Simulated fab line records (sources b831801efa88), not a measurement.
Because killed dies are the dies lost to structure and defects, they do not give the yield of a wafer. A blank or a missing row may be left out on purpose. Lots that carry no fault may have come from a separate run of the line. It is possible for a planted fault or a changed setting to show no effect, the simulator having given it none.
2 desks, one fault / flow gf180mcu / each desk has only its own numbers; what lay behind them comes last

== AT THE METROLOGY DESK ==
What the gauges read for every lot (on any tool): the sampled wafers with a number, averaged. Any lot whose mean is over 4 standard deviations away from the usual mean is out of limits and marked OUT; that distance is given in the brackets.
Columns: A = HV_LDD_TW at GF_HV_LDD_TW_MEAS_11, usual 2400; B = CONTACT_CVD_00_THK at GF_CONTACT_THK_MEAS_01, usual 298.7 nm
lot=L425; first seen here=day 9 19:44; A=2392; B=298.5
lot=L426; first seen here=day 10 08:34; A=2395; B=299.6
lot=L427; first seen here=day 10 13:34; A=2402; B=302.5
lot=L429; first seen here=day 11 12:47; A=2398; B=296.3
lot=L433; first seen here=day 12 15:19; A=1224 (-98) OUT; B=-
lot=L436; first seen here=day 13 13:50; A=1169 (-99 or more) OUT; B=-
lot=L439; first seen here=day 14 14:35; A=2389; B=301.4
lot=L442; first seen here=day 15 07:26; A=2391; B=298.8
lot=L444; first seen here=day 15 23:11; A=2393; B=298.4
lot=L445; first seen here=day 16 04:53; A=2403; B=297.0
lot=L446; first seen here=day 16 12:17; A=2408; B=299.8
lot=L447; first seen here=day 16 16:49; A=2421; B=297.1
lot=L448; first seen here=day 17 01:40; A=2403; B=299.1
Finding of this desk: L433, L436 out of limits, first seen on L433 at day 12 15:19 (HV_LDD_TW at GF_HV_LDD_TW_MEAS_11). L425, L426, L427, L429, L439, L442, L444, L445, L446, L447, L448: within limits.

== DESK OF THE TOOL OWNER: implanter-02 ==
For each lot that ran on this tool, the mean over its sampled wafers that have a number, from the tool's own readings at GF_HV_LDD_IMPLANT_09. Any lot whose mean is over 4 standard deviations away from the usual mean is out of limits and marked OUT; that distance is given in the brackets.
Columns: A = dose ions cm2 at GF_HV_LDD_IMPLANT_09, usual 9.998e+13; B = faraday current uA at GF_HV_LDD_IMPLANT_09, usual 563
lot=L425; first seen here=day 9 19:31; A=9.986e+13; B=567
lot=L426; first seen here=day 10 08:20; A=9.994e+13; B=564
lot=L433; first seen here=day 12 15:04; A=9.997e+12 (-99 or more) OUT; B=56 (-51) OUT
lot=L436; first seen here=day 13 13:35; A=1.002e+13 (-99 or more) OUT; B=56 (-51) OUT
lot=L445; first seen here=day 16 04:40; A=9.991e+13; B=565
Finding of this desk: L433, L436 out of limits; the first was L433 at day 12 15:04, on dose ions cm2 at GF_HV_LDD_IMPLANT_09. L425, L426, L445: within limits.

== TAKEN TOGETHER ==
At day 12 15:04, on L433, L436, the tool owner's desk was in a position to raise an alarm.
An alarm was possible from the metrology desk at day 12 15:19, on L433, L436.
The lots listed all ran GF_HV_LDD_IMPLANT_09 on implanter-02.

== WHAT HAD BEEN PUT IN BY THE SIMULATOR ==
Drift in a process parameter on implanter-02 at GF_HV_LDD_IMPLANT_09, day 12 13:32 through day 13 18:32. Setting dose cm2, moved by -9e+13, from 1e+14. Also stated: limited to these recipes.
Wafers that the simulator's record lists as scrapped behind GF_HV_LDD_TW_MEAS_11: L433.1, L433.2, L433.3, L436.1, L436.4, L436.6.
Struck lots among those shown: L433, L436.
Delay (hours) between the fault's onset and each desk's first out-of-limits reading: 2 at the tool owner's desk, 2 at the metrology desk.
